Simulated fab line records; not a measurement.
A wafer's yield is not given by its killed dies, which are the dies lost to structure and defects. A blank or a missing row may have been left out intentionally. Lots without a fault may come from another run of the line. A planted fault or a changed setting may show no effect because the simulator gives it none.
2 desks looking at one fault + flow sky130 + numbers are kept per desk, each desk with only its own; the story behind them comes last

== METROLOGY DESK ==
Lot by lot, what the gauges showed, no matter which tool ran the lot: averages of those sampled wafers that carry a number. Any lot whose mean is over 4 standard deviations away from the usual mean is out of limits and marked OUT; that distance is given in the brackets.
Columns: A = VIA4_W_THK at SKY_VIA4_THK_MEAS_20, usual 510 nm; B = METAL5_ALCU_THK at SKY_METAL5_THK_MEAS_06, usual 1160 nm
| lot  | first seen here | A   | B    |
|------|-----------------|-----|------|
| L357 | day 42 23:07    | 507 | 1168 |
| L358 | day 43 06:44    | 524 | 1177 |
| L359 | day 43 09:00    | 499 | 1157 |
| L360 | day 43 14:34    | 510 | 1165 |
| L363 | day 44 12:01    | 507 | 1152 |
| L364 | day 44 21:13    | 507 | 1157 |
| L375 | day 47 13:37    | 514 | 1149 |
| L376 | day 48 01:38    | 514 | 1153 |
| L377 | day 48 03:05    | 503 | 1147 |
| L378 | day 48 11:56    | 505 | 1169 |
| L379 | day 48 13:13    | 507 | 1157 |
| L380 | day 48 19:26    | 513 | 1160 |
This desk's finding: nothing out of limits on any of the 12 lots.

== DESK OF THE TOOL OWNER: litho track-04 ==
The tool's own readings at SKY_METAL5_DEVELOP_13 (develop time 60 s): means of the sampled wafers that have a number, for each lot that ran on this tool. Any lot whose mean is over 4 standard deviations away from the usual mean is out of limits and marked OUT; that distance is given in the brackets.
Columns: A = chill plate temp C at SKY_METAL5_DEVELOP_13, usual 23.01 C; B = developer temp C at SKY_METAL5_DEVELOP_13, usual 23.00 C
| lot  | first seen here | A     | B               |
|------|-----------------|-------|-----------------|
| L364 | day 45 18:47    | 22.96 | 23.09           |
| L375 | day 48 08:38    | 22.99 | 25.27 (+21) OUT |
| L376 | day 48 19:56    | 22.92 | 25.35 (+21) OUT |
This desk finds L375, L376 out of limits, L375 being first, at day 48 08:38 (developer temp C at SKY_METAL5_DEVELOP_13). Within limits: L364.

== PUT TOGETHER ==
The tool owner's desk could have raised an alarm at day 48 08:38, on L375, L376.
From the metrology desk's view, nothing was out of limits.
The metrology desk holds a record of L375, L376, inside its limits.
Of the lots named, all ran SKY_METAL5_DEVELOP_13 on litho track-04.

== WHAT THE SIMULATOR PUT IN ==
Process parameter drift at SKY_METAL5_DEVELOP_13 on litho track-04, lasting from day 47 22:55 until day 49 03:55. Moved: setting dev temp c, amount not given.
Lots struck among those shown: L375, L376.
How many hours passed from the start of the fault until each desk's first out-of-limits reading: the tool owner's desk, 10.
